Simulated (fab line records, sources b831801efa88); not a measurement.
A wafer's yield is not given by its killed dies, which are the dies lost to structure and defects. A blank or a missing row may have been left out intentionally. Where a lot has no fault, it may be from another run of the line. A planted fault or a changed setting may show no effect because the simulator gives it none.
Which tool did it? | flow sky130 | 36 wafers from 12 lots sampled at 2 of the route's 708 steps

WHAT THE GAUGES READ, wafer by wafer
SKY_VIA4_THK_MEAS_20: measures by xrf. Usual: VIA4_W_THK gives 499 nm (standard deviation 9).
lot  | measured     | on            | VIA4_W_THK (nm) | flag
L235 | day 42 08:51 | film metro-01 | 491 489 488     |
L236 | day 43 02:16 | film metro-03 | 493 494 504     |
L237 | day 43 17:05 | film metro-01 | 497 490 498     |
L239 | day 43 22:29 | film metro-03 | 505 494 502     |
L240 | day 44 07:52 | film metro-01 | 497 496 501     |
L241 | day 44 17:50 | film metro-04 | 508 514 514     |
L243 | day 45 04:23 | film metro-03 | 518 509 516     |
L244 | day 45 06:14 | film metro-01 | 479 487 497     |
L247 | day 45 22:55 | film metro-03 | 506 507 506     |
L246 | day 46 00:04 | film metro-03 | 513 511 510     |
L252 | day 47 11:19 | film metro-04 | 505 495 514     |
L253 | day 47 14:17 | film metro-04 | 507 502 499     |

WHAT TOOL EACH LOT RAN ON (gives the tool, then ch and the chambers of the sampled wafers, and finally the start)
lot  | SKY_VIA1_CVD_21
L235 | cvd w-02 ch 0,1, day 33 13:05
L236 | cvd w-02 ch 0,1, day 34 07:28
L237 | cvd w-01 ch 0,1, day 34 22:51
L239 | cvd w-02 ch 0,1, day 35 07:04
L240 | cvd w-01 ch 0,1, day 35 15:51
L241 | cvd w-01 ch 0, day 36 04:32
L243 | cvd w-01 ch 0,1, day 36 18:09
L244 | cvd w-02 ch 0,1, day 36 20:52
L247 | cvd w-02 ch 0,1, day 37 15:18
L246 | cvd w-01 ch 0,1, day 37 16:24
L252 | cvd w-01 ch 0,1, day 39 13:59
L253 | cvd w-01 ch 0,1, day 39 18:22
- SKY_VIA1_CVD_21: deposits W, target thk 270 nm, time 80.902 s.

WHAT THE TOOLS THEMSELVES READ (means of the sampled wafers that have a number; where no wafer has one, the mark that the record gives instead)
SKY_VIA1_CVD_21. Usual: heater power outer w 529 W, standard deviation 51; heater power w 870 W, standard deviation 75.
lot  | tool     | heater power outer w (W) | heater power w (W) | flag
L235 | cvd w-02 | 525                      | 871                |
L236 | cvd w-02 | 517                      | 856                |
L237 | cvd w-01 | 550                      | 917                |
L239 | cvd w-02 | 513                      | 843                |
L240 | cvd w-01 | 562                      | 920                |
L241 | cvd w-01 | 587                      | 954                |
L243 | cvd w-01 | 573                      | 927                |
L244 | cvd w-02 | 534                      | 887                |
L247 | cvd w-02 | 512                      | 854                |
L246 | cvd w-01 | 572                      | 942                |
L252 | cvd w-01 | 583                      | 921                |
L253 | cvd w-01 | 578                      | 936                |

THE ANSWER, worked out from the rows above alone
Rule: take the mean of a lot's wafers that have a number; if it is more than 3 standard deviations from the usual mean, the lot is off. Also off: a lot with no number at a reading for which 4 or more lots have one. Where the step has rows for the other lots, those lots are counted as sound. Order of review: gauges by route order, followed by the tools' own readings, for which a lot's mean as printed above is used. At the first step where some lot is off, the reading lying furthest off is the one used; lots without a number count as furthest.
No lot is off on any of the readings shown, so nothing can be concluded from this.

WHAT HAD BEEN PUT IN BY THE SIMULATOR
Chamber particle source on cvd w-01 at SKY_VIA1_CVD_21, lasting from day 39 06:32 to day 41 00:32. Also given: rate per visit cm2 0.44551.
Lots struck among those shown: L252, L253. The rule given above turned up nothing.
